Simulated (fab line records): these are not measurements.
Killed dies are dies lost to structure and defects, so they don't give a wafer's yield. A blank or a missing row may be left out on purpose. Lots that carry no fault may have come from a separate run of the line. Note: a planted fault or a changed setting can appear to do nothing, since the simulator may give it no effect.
fab line records | flow sky130
record lots=13 wafers=39 last-day=50
route steps=708 shown NWELL@65 VT_ADJUST_HVTR@139 LDD_N@244 LDD_HVN@276 PAD_OPEN@708
lots that met no fault: from a run of the same line without faults
start-h: the number of hours between the record's first day and the start of the first shown wafer of the lot | wait-h: how many hours have passed since the lot's step before this one | " the same as in the row above | L1.1+2: a single row standing in for several wafers | - value missing, or start not given | * or withheld: withheld | < > ~ a bound
route shown NAME@n: names a module that has steps shown in the file, with the first one's number in the route | usual: average and standard deviation across the fault-free wafers | same: alike in all rows | chamber/n: place in a boat | sites: readings site by site | _std_site: standard deviation of those values | _edge_site: outer sites' mean less inner sites' | radius-mm: for every site, how far away it sits from the centre of the wafer | mask NAME#n: copy n | behind: tool/chamber where the wafer was last shaped | hold: what put the lot on hold/how long, in hours/how the hold closed | device: the n, p or np transistor that did not switch | end of line: at the end of the route, the tests of the same wafers | where a step has no rows: the recipe by itself | killed: count of dies lost to structure and defects at first sort (not the wafer's yield) | map: per-die view of a wafer (x killed, . not killed, _ where there is no die)
set.NAME: the run value of the setting; set.NAME@STEP: its run value at that earlier step | model.NAME: the simulator's own value behind a step, which no gauge read
steps of the route over a sample of lots; a table a step, a row a wafer
services: when a tool's chamber went out of use (start-h, in hours from the record's first day, below 0 if earlier), for how many hours, and the reason
## steps
# step SKY_NWELL_IMPLANT_12
# recipe species=P energy-kev=120 dose-cm2=1.3e+12 tilt-deg=withheld
# usual beam-energy-keV=120.00/0.033
# columns lot.wafer tool chamber start-h wait-h beam-energy-keV
L750.3 implanter-01 0 96.23 0.1 120.07
L750.4 " 0 " " 120.00
L750.5 " 0 " " 120.02
L751.1 implanter-01 0 100.67 0.1 120.01
L751.3 " 0 " " 120.04
L751.4 " 0 " " 120.02
L753.2 implanter-01 0 113.64 0.1 119.97
L753.4 " 0 " " 119.97
L753.5 " 0 " " 119.98
L754.1 implanter-02 0 119.57 0.1 119.99
L754.3 " 0 " " 119.99
L754.6 " 0 " " 119.99
L757.2 implanter-02 0 135.30 0.1 120.01
L757.3 " 0 " " 120.00
L757.4 " 0 " " 119.99
L758.4 implanter-01 0 143.00 0.1 114.38
L758.5 " 0 " " 114.40
L758.6 " 0 " " 114.42
L759.1 implanter-01 0 147.47 0.1 114.45
L759.2 " 0 " " 114.45
L759.4 " 0 " " 114.46
L761.1 implanter-01 0 169.87 0.1 114.39
L761.3 " 0 " " 114.41
L761.5 " 0 " " 114.38
L765.1 implanter-04 0 199.78 0.1 120.00
L765.5 " 0 " " 119.99
L765.6 " 0 " " 119.99
L766.2 implanter-04 0 208.85 0.1 120.01
L766.3 " 0 " " 119.93
L766.4 " 0 " " 120.04
L769.1 implanter-04 0 219.52 0.1 120.01
L769.3 " 0 " " 119.98
L769.4 " 0 " " 120.03
L771.1 implanter-02 0 235.22 0.1 119.98
L771.3 " 0 " " 120.05
L771.6 " 0 " " 119.95
L770.3 implanter-01 0 236.42 0.1 120.03
L770.4 " 0 " " 119.96
L770.5 " 0 " " 120.00
# step SKY_VT_ADJUST_HVTR_OVL_MEAS_08
# usual VT_ADJUST_HVTR_OVL=-0.7/1.3
# columns lot.wafer tool chamber start-h wait-h VT_ADJUST_HVTR_OVL[nm]
L750.3 overlay-01 - 207.47 0.1 1.6
L750.4 " - " " 1.7
L750.5 " - " " 1.3
L751.1 overlay-02 - 212.96 0.1 -1.0
L751.3 " - " " -2.4
L751.4 " - " " 0.4
L753.2 overlay-01 - 229.76 0.1 0.0
L753.4 " - " " 0.5
L753.5 " - " " 0.2
L754.1 overlay-02 - 238.46 0.1 -2.8
L754.3 " - " " -2.3
L754.6 " - " " -0.9
L757.2 overlay-02 - 261.30 0.1 -1.2
L757.3 " - " " -1.5
L757.4 " - " " -1.2
L758.4 overlay-02 - 270.23 0.1 1.8
L758.5 " - " " 1.0
L758.6 " - " " 0.4
L759.1 overlay-02 - 276.76 0.1 0.3
L759.2 " - " " -1.6
L759.4 " - " " -1.3
L761.1 overlay-02 - 307.71 0.1 -0.7
L761.3 " - " " -0.2
L761.5 " - " " -0.7
L765.1 overlay-01 - 347.31 0.1 1.2
L765.5 " - " " 1.0
L765.6 " - " " 1.4
L766.2 overlay-02 - 359.52 0.1 -3.0
L766.3 " - " " -2.2
L766.4 " - " " -1.6
L769.1 overlay-02 - 372.44 0.1 -0.5
L769.3 " - " " -1.3
L769.4 " - " " 0.0
L771.1 overlay-01 - 393.76 0.1 -1.3
L771.3 " - " " -1.1
L771.6 " - " " -1.1
L770.3 overlay-01 - 395.67 0.1 1.1
L770.4 " - " " -0.7
L770.5 " - " " 0.7
# step SKY_LDD_N_OVL_MEAS_07
# usual LDD_N_OVL=-1.2/1.3
# columns lot.wafer tool chamber start-h wait-h LDD_N_OVL[nm]
L750.3 overlay-01 - 402.10 0.1 -0.9
L750.4 " - " " -0.8
L750.5 " - " " -0.7
L751.1 overlay-01 - 410.07 0.1 -0.2
L751.3 " - " " -0.3
L751.4 " - " " 0.8
L753.2 overlay-01 - 432.49 0.1 0.4
L753.4 " - " " 0.5
L753.5 " - " " -1.5
L754.1 overlay-02 - 445.47 0.1 -0.6
L754.3 " - " " -1.0
L754.6 " - " " -0.6
L757.2 overlay-01 - 477.29 0.1 0.1
L757.3 " - " " -0.2
L757.4 " - " " 0.2
L758.4 overlay-02 - 484.54 0.1 -2.0
L758.5 " - " " -1.5
L758.6 " - " " -3.7
L759.1 overlay-01 - 494.73 0.1 -1.0
L759.2 " - " " 1.0
L759.4 " - " " -1.1
L761.1 overlay-01 - 528.92 0.1 -2.2
L761.3 " - " " -2.1
L761.5 " - " " -1.1
L765.1 overlay-01 - 577.03 0.1 -2.1
L765.5 " - " " -3.9
L765.6 " - " " -3.8
L766.2 overlay-02 - 586.43 0.1 -0.1
L766.3 " - " " -1.5
L766.4 " - " " 0.4
L769.1 overlay-01 - 612.77 0.1 -2.9
L769.3 " - " " 0.1
L769.4 " - " " -3.3
L771.1 overlay-02 - 615.68 0.1 -1.7
L771.3 " - " " -1.6
L771.6 " - " " -1.3
L770.3 overlay-02 - 620.78 0.1 -2.8
L770.4 " - " " -2.8
L770.5 " - " " -3.4
# step SKY_LDD_HVN_STRIP_09
# recipe chemistry=O2/N2 power-w=1400 pressure-mtorr=1500 platen-temp-c=withheld o2-flow-sccm=3000 n2-flow-sccm=300 overash-fraction=0.5
# usual drypump-motor-current-A=5.9/0.3 oes-product-au=0.408/0.0046 strip-time-to-endpoint-s=4.137/0.014
# same overash-fraction=0.5
# columns lot.wafer tool chamber start-h wait-h drypump-motor-current-A oes-product-au rf-hours-counter-h strip-time-to-endpoint-s
L750.3 plasma-asher-04 0 465.24 0.1 5.8 0.413 - 4.147
L750.4 " 1 " " 5.7 0.411 - 4.167
L750.5 " 1 " " 5.7 0.410 - 4.171
L751.1 plasma-asher-04 1 472.56 0.1 5.7 0.403 4 4.112
L751.3 " 0 " " 5.8 0.411 - 4.146
L751.4 " 1 " " 5.8 0.413 - 4.135
L753.2 plasma-asher-04 1 496.62 0.2 5.7 0.410 6 4.129
L753.4 " 0 " " 5.8 0.414 - 4.144
L753.5 " 0 " " 5.8 0.408 - 4.131
L754.1 plasma-asher-04 1 507.47 0.2 5.7 0.398 7 4.163
L754.3 " 0 " " 5.8 0.403 - 4.160
L754.6 " 0 " " 5.8 0.407 - 4.147
L757.2 plasma-asher-04 0 539.72 0.1 5.8 0.409 10 4.145
L757.3 " 1 " " 5.7 0.410 - 4.138
L757.4 " 0 " " 5.8 0.403 - 4.150
L758.4 plasma-asher-02 0 546.46 0.1 5.9 0.414 - 4.148
L758.5 " 1 " " 6.1 0.406 - 4.150
L758.6 " 0 " " 5.9 0.404 - 4.158
L759.1 plasma-asher-02 1 556.13 0.1 6.1 0.405 76 4.126
L759.2 " 0 " " 5.9 0.407 76 4.142
L759.4 " 0 " " 5.9 0.408 - 4.135
L761.1 plasma-asher-01 1 588.73 0.1 6.6 0.418 89 4.135
L761.3 " 0 " " 5.6 0.407 - 4.132
L761.5 " 0 " " 5.5 0.411 - 4.131
L765.1 plasma-asher-04 1 637.27 0.1 5.7 0.407 20 4.139
L765.5 " 0 " " 5.8 0.409 - 4.153
L765.6 " 1 " " 5.7 0.407 - 4.121
L766.2 plasma-asher-02 1 645.85 0.1 6.1 0.404 84 4.141
L766.3 " 0 " " 6.0 0.400 - 4.139
L766.4 " 1 " " 6.1 0.408 - 4.126
L769.1 plasma-asher-04 1 670.02 0.1 5.7 0.413 23 4.141
L769.3 " 1 " " 5.7 0.409 - 4.151
L769.4 " 0 " " 5.8 0.410 - 4.131
L771.1 plasma-asher-01 1 673.33 0.1 6.6 0.400 97 4.093
L771.3 " 0 " " 5.6 0.412 - 4.134
L771.6 " 0 " " 5.6 0.411 - 4.136
L770.3 plasma-asher-02 0 678.64 0.1 6.0 0.411 - 4.151
L770.4 " 1 " " 6.1 0.407 - 4.103
L770.5 " 1 " " 6.1 0.400 - 4.101
# step SKY_PAD_OPEN_PROBE_99
# usual killed_at_M0_to_M3=44/7.3 killed_at_M4_up=3.2/1.8 killed-at-contacts=24/5.4 killed-at-front-end=16/4.4 killed-at-other=0.3/0.48 killed-dies=86/9.5 killed-on-rim=17/4 killed-open=47/7.7 killed-short=39/6.4
# same gross-dies=492 killed-at-back-side=0
# columns lot.wafer tool chamber start-h wait-h killed_at_M0_to_M3 killed_at_M4_up killed-at-contacts killed-at-front-end killed-at-other killed-dies killed-on-rim killed-open killed-short
L761.1 prober-01 - 1155.72 0.1 33 4 25 18 0 80 19 51 29
L761.3 prober-01 - 1155.82 0.2 26 4 28 18 0 76 11 39 37
L761.5 prober-01 - 1155.92 0.2 32 2 29 17 1 81 15 39 42
L765.1 prober-01 - 1185.11 0.1 54 5 19 16 0 94 19 50 44
L765.5 prober-01 - 1185.31 0.2 51 3 19 11 0 84 15 48 36
L765.6 prober-01 - 1185.36 0.2 37 4 30 14 0 85 23 40 45
L766.2 prober-02 - 1189.84 0.1 37 5 12 23 1 78 13 29 49
L766.3 prober-02 - 1189.89 0.2 47 3 28 13 1 92 15 53 39
L766.4 prober-02 - 1189.94 0.2 43 3 18 13 0 77 15 47 30
L769.1 prober-02 - 1200.59 0.1 55 1 23 18 0 97 12 55 42
L769.3 prober-02 - 1200.69 0.2 57 2 20 10 1 90 24 48 42
L769.4 prober-02 - 1200.74 0.2 49 4 18 17 1 89 21 49 40
L771.1 prober-02 - 1204.15 0.1 38 2 19 20 1 80 17 40 40
L771.3 prober-02 - 1204.25 0.2 46 3 14 24 0 87 17 43 44
L771.6 prober-02 - 1204.40 0.2 38 3 15 26 0 82 15 38 44
L770.3 prober-01 - 1208.77 0.2 40 0 23 17 0 80 14 44 36
L770.4 prober-01 - 1208.82 0.2 36 4 24 14 1 79 14 36 43
L770.5 prober-01 - 1208.87 0.2 52 2 16 16 1 87 16 47 40
# killed by level:class
L761.1 CONTACT:geometric-particle:open=15 VIA1:geometric-particle:open=9 FIELD_ISO:geometric-particle:open=7 METAL1:geometric-particle:short=6 LI_CONTACT:geometric-particle:open=5 METAL2:geometric-particle:short=5 POLY_GATE:geometric-particle:open=4 CONTACT:geometric-particle:short=4
L761.3 CONTACT:geometric-particle:open=9 VIA2:geometric-particle:open=7 FIELD_ISO:geometric-particle:short=6 VIA1:geometric-particle:open=6 LI_CONTACT:geometric-particle:short=5 LI_CONTACT:geometric-particle:open=5 CONTACT:geometric-particle:short=4 VIA1:geometric-particle:short=4
L761.5 CONTACT:geometric-particle:open=8 FIELD_ISO:geometric-particle:short=6 LOCAL_INTERCONNECT:geometric-particle:short=6 CONTACT:geometric-particle:short=6 VIA3:geometric-particle:open=5 POLY_GATE:geometric-particle:open=4 VIA1:geometric-particle:open=4 LI_CONTACT:geometric-particle:short=4
L765.1 VIA1:geometric-particle:open=15 FIELD_ISO:geometric-particle:short=7 CONTACT:geometric-particle:open=7 LI_CONTACT:geometric-particle:open=6 FIELD_ISO:geometric-particle:open=5 METAL1:geometric-particle:short=5 VIA3:geometric-particle:short=5 METAL2:geometric-particle:short=5
L765.5 VIA1:geometric-particle:open=14 CONTACT:geometric-particle:open=9 METAL1:geometric-particle:short=7 VIA3:geometric-particle:open=7 LI_CONTACT:geometric-particle:open=6 VIA3:geometric-particle:short=6 VIA1:geometric-particle:short=5 POLY_GATE:geometric-particle:open=4
L765.6 CONTACT:geometric-particle:open=10 VIA1:geometric-particle:open=7 LI_CONTACT:geometric-particle:short=6 FIELD_ISO:geometric-particle:open=5 LI_CONTACT:geometric-particle:open=5 METAL1:geometric-particle:short=5 VIA2:geometric-particle:short=5 METAL4:geometric-particle:short=4
L766.2 POLY_GATE:geometric-particle:short=10 VIA1:geometric-particle:short=8 METAL1:geometric-particle:short=6 VIA3:geometric-particle:open=6 VIA1:geometric-particle:open=5 METAL2:geometric-particle:short=5 METAL4:geometric-particle:short=4 LI_CONTACT:geometric-particle:open=4
L766.3 VIA1:geometric-particle:open=14 CONTACT:geometric-particle:open=10 VIA3:geometric-particle:open=7 METAL2:geometric-particle:short=7 FIELD_ISO:geometric-particle:open=5 LI_CONTACT:geometric-particle:open=5 VIA1:geometric-particle:short=4 LI_CONTACT:geometric-particle:short=4
L766.4 VIA1:geometric-particle:open=11 CONTACT:geometric-particle:open=7 LI_CONTACT:geometric-particle:open=6 METAL2:geometric-particle:short=6 VIA2:geometric-particle:open=5 FIELD_ISO:geometric-particle:open=4 VIA1:geometric-particle:short=4 VIA3:geometric-particle:open=4
L769.1 VIA2:geometric-particle:open=15 VIA1:geometric-particle:open=13 CONTACT:geometric-particle:open=10 FIELD_ISO:geometric-particle:short=8 METAL2:geometric-particle:short=8 LOCAL_INTERCONNECT:geometric-particle:short=6 VIA3:geometric-particle:open=6 METAL1:geometric-particle:short=4
L769.3 VIA1:geometric-particle:open=14 VIA2:geometric-particle:open=10 CONTACT:geometric-particle:open=7 VIA3:geometric-particle:open=7 CONTACT:geometric-particle:short=6 VIA2:geometric-particle:short=5 METAL1:geometric-particle:short=5 VIA1:geometric-particle:short=5
L769.4 VIA2:geometric-particle:open=12 VIA1:geometric-particle:open=11 VIA1:geometric-particle:short=7 VIA2:geometric-particle:short=5 FIELD_ISO:geometric-particle:open=4 POLY_GATE:geometric-particle:open=4 LI_CONTACT:geometric-particle:short=4 LI_CONTACT:geometric-particle:open=4
L771.1 CONTACT:geometric-particle:open=11 VIA2:geometric-particle:open=11 FIELD_ISO:geometric-particle:short=6 FIELD_ISO:geometric-particle:open=5 METAL1:geometric-particle:short=4 VIA1:geometric-particle:short=4 METAL2:geometric-particle:short=4 LOCAL_INTERCONNECT:geometric-particle:short=3
L771.3 FIELD_ISO:geometric-particle:short=8 VIA2:geometric-particle:open=7 VIA1:geometric-particle:open=7 VIA3:geometric-particle:open=7 FIELD_ISO:geometric-particle:open=6 METAL2:geometric-particle:short=6 METAL1:geometric-particle:short=6 CONTACT:geometric-particle:open=5
L771.6 FIELD_ISO:geometric-particle:short=13 VIA1:geometric-particle:open=8 METAL2:geometric-particle:short=7 VIA3:geometric-particle:open=6 FIELD_ISO:geometric-particle:open=5 CONTACT:geometric-particle:short=5 CONTACT:geometric-particle:open=5 LOCAL_INTERCONNECT:geometric-particle:short=3
L770.3 VIA1:geometric-particle:open=17 CONTACT:geometric-particle:open=8 LI_CONTACT:geometric-particle:open=5 VIA2:geometric-particle:open=5 VIA1:geometric-particle:short=5 SPACER:geometric-particle:short=4 LOCAL_INTERCONNECT:geometric-particle:short=4 METAL1:geometric-particle:short=4
L770.4 VIA1:geometric-particle:open=11 CONTACT:geometric-particle:short=9 CONTACT:geometric-particle:open=8 METAL1:geometric-particle:short=6 POLY_GATE:geometric-particle:short=4 VIA2:geometric-particle:short=4 VIA2:geometric-particle:open=4 VIA3:geometric-particle:short=4
L770.5 METAL2:geometric-particle:short=10 VIA2:geometric-particle:open=8 LI_CONTACT:geometric-particle:open=7 VIA3:geometric-particle:open=7 VIA1:geometric-particle:open=7 VIA2:geometric-particle:short=6 VIA1:geometric-particle:short=6 POLY_GATE:geometric-particle:open=5
## services
# columns tool chamber start-h hours kind
implanter-01 - 88.83 2.4 repair
implanter-04 - 155.72 4.4 pm
plasma-asher-04 - 161.13 4.4 repair
plasma-asher-02 - 163.91 2.8 pm
implanter-02 - 164.41 5.5 pm
implanter-01 - 187.90 3.5 repair
implanter-02 - 232.10 0.6 repair
implanter-02 - 241.76 2.1 repair
implanter-01 - 256.97 2.7 repair
plasma-asher-04 - 257.49 4.1 repair
implanter-04 - 259.90 5.5 repair
plasma-asher-04 - 304.95 5.3 repair
implanter-02 - 309.89 2.4 repair
plasma-asher-04 - 378.98 4.0 pm
implanter-01 - 397.77 1.1 repair
plasma-asher-04 - 405.54 2.8 pm
implanter-01 - 410.17 3.6 pm
plasma-asher-04 - 421.25 9.0 pm
plasma-asher-04 - 444.01 14.6 pm
plasma-asher-04 - 487.15 2.2 repair
implanter-01 - 532.52 1.5 repair
plasma-asher-02 - 592.69 4.0 repair
plasma-asher-04 - 598.78 0.7 repair
implanter-01 - 623.69 17.0 repair
## key
first-sign step=SKY_NWELL_IMPLANT_12 reading=beam-energy-keV direction=down sigmas=99+ usual=* struck=*
effect none on later readings
met-at SKY_NWELL_IMPLANT_12
struck-lots L758,L759,L761
tester-left-out L758,L759,L761
not-acting-at SKY_VT_ADJUST_HVTR_OVL_MEAS_08,SKY_LDD_N_OVL_MEAS_07,SKY_LDD_HVN_STRIP_09
onset-between 113.64 143.00
fault kind=process-parameter-drift tool=implanter-01 chamber=- onset-h=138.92 steps=SKY_NWELL_IMPLANT_12 channel=energy-kev offset=* shape=step end-h=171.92 acts-in=* stated=*
# tester-left-out: of these lots the tester's yield and bins aren't shown, on N5 and GAA mostly nor the transistor test; their killed dies are dies lost to structure and defects alone, not to doping, threshold or leakage, so they don't give the yield
